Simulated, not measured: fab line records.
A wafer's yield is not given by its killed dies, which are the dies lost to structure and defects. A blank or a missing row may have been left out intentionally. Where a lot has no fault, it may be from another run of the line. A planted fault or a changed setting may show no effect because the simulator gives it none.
fab line records | flow sky130
record: lots: 6 wafers: 18 lastDay: 50
route steps=708 shown METAL1@441
lots that met no fault: taken from a fault-free run of the same line
startH: hours from the record's first day to the start of the lot's first wafer shown | waitH: hours from the lot's prior step to this one | " identical to the entry in the row above | L1.1+2: a row that stands for several wafers | - no value present, or no start provided | * or withheld: withheld | < > ~ a bound
route shown NAME@n: NAME is a module with steps in the file, n the number in the route of the first one | usual: the fault-free wafers' mean and standard deviation | same: alike in all rows | chamber/n: place in a boat | sites: the reading at each site | _std_site: the values' standard deviation | _edge_site: outer sites' mean less inner sites' | radiusMm: for every site, how far away it sits from the centre of the wafer | mask NAME#n: copy n | behind: the last tool/chamber to shape the wafer | hold: what put the lot on hold/how long, in hours/how the hold closed | device: the transistor (n, p or np) that didn't switch | end of line: the same wafers' tests at the end of the route | step lacking rows: just its recipe | killed: not the wafer's yield, but the dies lost to structure and defects at the first sort | map: the dies of a wafer, with x for killed, . for not killed, _ for no die there
set.NAME: setting as actually run; set.NAME@STEP: the setting as run at that earlier step | model.NAME: the simulator's own value behind a step, which no gauge read
lots at some steps of the route; a table a step, a row a wafer
services: from which hour (startH, from the record's first day; less than 0 if before it) a tool's chamber was out of use, for how many hours, and why
== steps ==
step: SKY_METAL1_DEHYDRATE_07
recipe: tempC: 200 timeS: 60
step: SKY_METAL1_HMDS_08
recipe: primeTimeS: 60 primeTempC: 120
step: SKY_METAL1_COAT_09
recipe: resist: BARC tempC: withheld timeS: withheld spinRpm: 3000 resistThkNm: 60
step: SKY_METAL1_COAT_10
recipe: resist: KrF-thick spinRpm: 3000 resistThkNm: 450
step: SKY_METAL1_SOFTBAKE_11
recipe: tempC: 100 timeS: 90 resist: KrF-thick
step: SKY_METAL1_EXPOSE_12
recipe: maskId: MM1 na: 0.8 sourceShape: annular sigmaInner: 0.55 sigmaOuter: 0.85 targetCdNm: 140 doseMj: 28
step: SKY_METAL1_PEB_13
recipe: pebTempC: withheld pebTimeS: withheld resist: KrF-thick
step: SKY_METAL1_DEVELOP_14
recipe: developTimeS: 60 resist: KrF-thick devTempC: 20.07
step: SKY_METAL1_CD_MEAS_15
recipe: targetCdNm: 140
usual: cdNm: 140.3/1.5
columns lot.wafer tool chamber startH waitH cdNm
L306.1 cdSem-01 - 808.73 - 138.8
L306.3 " - " " 139.0
L306.6 " - " " 137.6
L305.1 cdSem-02 - 815.28 - 140.1
L305.4 " - " " 140.4
L305.6 " - " " 140.0
L314.2 cdSem-01 - 874.47 - 140.0
L314.4 " - " " 139.1
L314.5 " - " " 141.2
L315.1 cdSem-01 - 890.80 - 143.2
L315.5 " - " " 144.2
L315.6 " - " " 142.5
L317.2 cdSem-02 - 899.70 - 137.6
L317.3 " - " " 137.5
L317.6 " - " " 138.9
L319.3 cdSem-02 - 909.72 - 139.1
L319.5 " - " " 139.5
L319.6 " - " " 140.7
step: SKY_METAL1_OVL_MEAS_16
usual: METAL1_OVL: 3/5.6
columns lot.wafer tool chamber startH waitH METAL1_OVL[nm]
L306.1 overlay-01 - 808.85 0.1 0
L306.3 " - " " 0
L306.6 " - " " 16
L305.1 overlay-01 - 815.40 0.1 6
L305.4 " - " " 9
L305.6 " - " " 13
L314.2 overlay-02 - 874.57 0.1 4
L314.4 " - " " 9
L314.5 " - " " 14
L315.1 overlay-01 - 890.92 0.1 14
L315.5 " - " " 9
L315.6 " - " " 4
L317.2 overlay-01 - 899.81 0.1 7
L317.3 " - " " -6
L317.6 " - " " 9
L319.3 overlay-02 - 909.81 0.1 2
L319.5 " - " " 7
L319.6 " - " " 0
step: SKY_METAL1_DESCUM_17
recipe: chemistry: O2 sourcePowerW: 150 biasPowerW: 0 pressureMtorr: 10 tempC: 40 timeS: 8
usual: chamberPressureMTorr: 10.000/0.0095 drypumpMotorCurrentA: 5.99/0.29 oesProductAu: 1.001/0.011 tempC: 40.00/0.093
same: biasPowerW: 0
columns lot.wafer tool chamber startH waitH chamberPressureMTorr drypumpMotorCurrentA oesProductAu rfHoursCounterH tempC
L306.1 rieMetal-02 1 808.89 0.0 9.997 5.77 1.011 13 40.10
L306.3 " 0 " " 10.000 6.60 0.990 - 40.01
L306.6 " 1 " " 9.994 5.76 1.009 - 40.08
L305.1 rieMetal-01 0 815.43 0.0 9.997 5.99 0.998 9 39.97
L305.4 " 0 " " 10.007 6.01 1.019 - 39.89
L305.6 " 1 " " 10.016 5.94 1.005 - 40.05
L314.2 rieMetal-03 0 874.60 0.0 9.995 5.61 0.988 2 39.94
L314.4 " 0 " " 10.004 5.65 0.994 - 40.01
L314.5 " 1 " " 9.992 6.17 0.996 - 39.94
L315.1 rieMetal-02 1 890.95 0.0 10.007 5.80 1.002 17 40.15
L315.5 " 1 " " 9.997 5.78 0.996 - 40.08
L315.6 " 0 " " 10.014 6.59 1.030 - 40.02
L317.2 rieMetal-03 0 899.84 0.0 10.001 5.56 0.982 3 39.89
L317.3 " 1 " " 9.997 6.15 0.994 - 39.95
L317.6 " 0 " " 9.991 5.60 0.991 - 40.01
L319.3 rieMetal-03 1 909.84 0.0 9.998 6.18 0.990 - 39.94
L319.5 " 0 " " 9.989 5.61 0.992 - 40.06
L319.6 " 1 " " 10.005 6.18 1.001 - 39.92
step: SKY_METAL1_ETCH_18
recipe: chemistry: N2/H2 target: BARC ionEnergyEv: 200 biasW: 100 pressureMtorr: 30 n2FlowSccm: 100 h2FlowSccm: 200 icpW: 500 stopOn: SiO2 timeS: 45.9 targetDepthA: 600
usual: biasW: 100.03/0.29 chamberPressureMTorr: 30.004/0.028 drypumpMotorCurrentA: 6.00/0.29 oesProductAu: 0.855/0.0051 throttleValvePct: 13.227/0.009
columns lot.wafer tool chamber startH waitH biasW chamberPressureMTorr drypumpMotorCurrentA oesProductAu rfHoursCounterH throttleValvePct
L306.1 rieMetal-02 1 808.92 0.0 100.20 30.017 5.79 0.859 13 13.211
L306.3 " 0 " " 100.21 29.976 6.59 0.850 - 13.239
L306.6 " 1 " " 100.27 30.029 5.78 0.858 - 13.231
L305.1 rieMetal-01 0 815.47 0.0 100.24 29.999 6.01 0.854 9 13.230
L305.4 " 0 " " 100.01 30.040 6.01 0.860 - 13.231
L305.6 " 1 " " 100.04 30.013 5.99 0.854 - 13.223
L314.2 rieMetal-03 0 874.63 0.0 100.34 29.968 5.64 0.854 2 13.228
L314.4 " 0 " " 99.83 30.007 5.65 0.852 - 13.228
L314.5 " 1 " " 99.67 29.985 6.18 0.853 - 13.228
L315.1 rieMetal-02 1 890.98 0.0 100.05 29.965 5.82 0.854 17 13.223
L315.5 " 1 " " 100.21 30.011 5.80 0.845 - 13.218
L315.6 " 0 " " 99.75 29.979 6.60 0.860 - 13.229
L317.2 rieMetal-03 0 899.87 0.0 99.91 30.012 5.63 0.854 3 13.221
L317.3 " 1 " " 100.14 29.983 6.18 0.861 - 13.224
L317.6 " 0 " " 99.56 30.047 5.67 0.850 - 13.219
L319.3 rieMetal-03 1 909.89 0.0 99.95 30.012 6.16 0.859 - 13.225
L319.5 " 0 " " 99.81 30.001 5.62 0.856 - 13.236
L319.6 " 1 " " 99.55 30.031 6.16 0.857 - 13.244
step: SKY_METAL1_METAL_ETCH_19
recipe: targetDepthA: 3600 stopOn: SiO2 overEtchFrac: 0.3 timeS: 78 chemistry: Cl2/BCl3 resistSidewallDeg: 88 pressureMtorr: 10 icpW: 900 biasW: 48.5 Cl2_flow_sccm: 60 bcl3FlowSccm: 30
usual: bcl3FlowSccm: 29.98/0.091 biasW: 48.50/0.15 chamberPressureMTorr: 10.000/0.0089 drypumpMotorCurrentA: 6.00/0.29 mfcCl2Sccm: 60.01/0.19 oesProductAu: 0.852/0.0075 throttleValvePct: 22.266/0.0088
columns lot.wafer tool chamber startH waitH bcl3FlowSccm biasW chamberPressureMTorr drypumpMotorCurrentA mfcCl2Sccm oesProductAu rfHoursCounterH throttleValvePct model.KrF-thick_of_METAL1_COAT_10.thkNm model.SiO2_of_CONTACT_HDPCVD_02.thkNm
L306.1 rieMetal-02 1 808.98 0.0 - - - - - - - - 393.4 336.3
L306.3 " 0 " " - - - - - - - - 392.6 335.4
L306.6 " 1 " " - - - - - - - - 392.4 335
L305.1 rieMetal-01 0 815.53 0.0 - - - - - - - - 394.6 337.9
L305.4 " 0 " " - - - - - - - - 395 338.3
L305.6 " 1 " " - - - - - - - - 394 335.5
L314.2 rieMetal-03 0 874.70 0.0 29.95 48.45 9.996 5.65 60.03 0.856 2 22.264 162.1 327.4
L314.4 " 0 " " 29.93 48.53 10.011 5.65 60.22 0.857 - 22.257 161.6 328.4
L314.5 " 1 " " 29.99 48.37 10.004 6.16 59.73 0.867 - 22.265 160.3 325
L315.1 rieMetal-02 1 891.05 0.0 30.01 48.62 10.009 5.76 59.96 0.853 17 22.276 162.3 323.3
L315.5 " 1 " " 29.88 48.40 10.004 5.80 59.74 0.848 - 22.275 159.4 326
L315.6 " 0 " " 30.00 48.32 9.998 6.59 60.19 0.844 - 22.252 148.8 324.2
L317.2 rieMetal-03 0 899.93 0.0 29.99 48.35 9.993 5.66 60.04 0.844 3 22.270 163.7 323.1
L317.3 " 1 " " 30.13 48.58 9.998 6.18 59.95 0.839 - 22.272 163.4 326.4
L317.6 " 0 " " 29.98 48.35 10.008 5.65 60.13 0.851 - 22.266 162.2 326.3
L319.3 rieMetal-03 1 909.96 0.1 30.02 48.43 9.992 6.14 60.11 0.843 - 22.270 161.9 326.4
L319.5 " 0 " " 30.05 48.09 9.997 5.61 60.48 0.846 - 22.270 165.1 325.5
L319.6 " 1 " " 30.03 48.59 10.001 6.16 59.88 0.849 - 22.284 158.2 323.3
step: SKY_METAL1_STRIP_20
recipe: chemistry: O2/N2 powerW: 1400 pressureMtorr: 1500 platenTempC: withheld o2FlowSccm: 3000 n2FlowSccm: 300 overashFraction: 0.5
usual: chamberPressureMTorr: 1499.8/1.4 drypumpMotorCurrentA: 5.7/0.38 oesProductAu: 0.342/0.005 stripTimeToEndpointS: 2.70/0.052
columns lot.wafer tool chamber startH waitH chamberPressureMTorr drypumpMotorCurrentA oesProductAu rfHoursCounterH stripTimeToEndpointS
L306.1 plasmaAsher-04 1 809.07 0.1 1498.1 5.7 0.438 62 5.20
L306.3 " 1 " " 1499.9 5.7 0.454 - 5.21
L306.6 " 1 " " 1498.1 5.7 0.449 - 5.18
L305.1 plasmaAsher-04 1 815.62 0.1 1499.2 5.6 0.446 63 5.23
L305.4 " 1 " " 1499.4 5.6 0.444 - 5.22
L305.6 " 1 " " 1499.1 5.7 0.435 - 5.21
L314.2 plasmaAsher-04 1 874.79 0.1 1501.3 5.6 0.348 69 2.73
L314.4 " 0 " " 1498.4 6.0 0.341 - 2.72
L314.5 " 1 " " 1500.3 5.7 0.342 - 2.71
L315.1 plasmaAsher-03 0 891.14 0.1 1501.1 5.0 0.349 111 2.74
L315.5 " 1 " " 1499.6 6.0 0.338 - 2.70
L315.6 " 0 " " 1499.4 5.1 0.339 - 2.60
L317.2 plasmaAsher-04 0 900.02 0.1 1497.7 6.0 0.342 72 2.76
L317.3 " 0 " " 1501.6 6.0 0.346 - 2.75
L317.6 " 1 " " 1499.8 5.7 0.338 - 2.75
L319.3 plasmaAsher-02 0 910.05 0.1 1500.4 5.6 0.344 - 2.73
L319.5 " 1 " " 1500.3 5.8 0.346 - 2.78
L319.6 " 0 " " 1501.0 5.6 0.347 - 2.68
step: SKY_METAL1_STRIP_21
recipe: chemistry: postEtchResidueRemover timeS: 1200 tempC: 72.5
== services ==
columns tool chamber startH hours kind
rieMetal-02 0 789.56 16.0 repair
rieMetal-03 - 797.70 2.8 pm
rieMetal-02 0 810.45 - clean
rieMetal-02 0 810.45 23.1 scheduledDown
rieMetal-02 0 810.45 23.1 ventCycle
plasmaAsher-02 - 820.39 2.8 pm
rieMetal-03 0 823.43 - clean
rieMetal-03 0 823.43 12.8 scheduledDown
rieMetal-03 0 823.43 12.8 ventCycle
rieMetal-01 1 830.82 42.2 repair
plasmaAsher-02 - 833.43 4.2 repair
plasmaAsher-02 - 893.10 11.7 pm
rieMetal-01 1 902.56 12.2 repair
== key ==
firstSign: step: SKY_METAL1_METAL_ETCH_19 reading: toolRecord direction: missing
effect: step: SKY_METAL1_STRIP_20 reading: stripTimeToEndpointS direction: up sigmas: 49 usual: * struck: *
modelEffect: step: SKY_METAL1_METAL_ETCH_19 value: KrF-thick_of_METAL1_COAT_10.thkNm without: 156.8 struck: 393.7
metAt SKY_METAL1_METAL_ETCH_19
struckWafers L305.1,L305.4,L305.6,L306.1,L306.3,L306.6
laterRowsLeftOut L305.1,L305.4,L305.6,L306.1,L306.3,L306.6
sortLeftOut L305.1,L305.4,L305.6,L306.1,L306.3,L306.6
fault: kind: skippedStepWhole tool: rieMetal-01,rieMetal-02 chamber: - onsetH: 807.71 steps: SKY_METAL1_METAL_ETCH_19 scope: struckLotsOnly
sortLeftOut: the simulated sort isn't trusted on such a fault, so these wafers' sort isn't shown, and their yield isn't known
laterRowsLeftOut: the simulator's readings of these wafers behind a module that went badly wrong aren't trusted and aren't shown, but for the sort
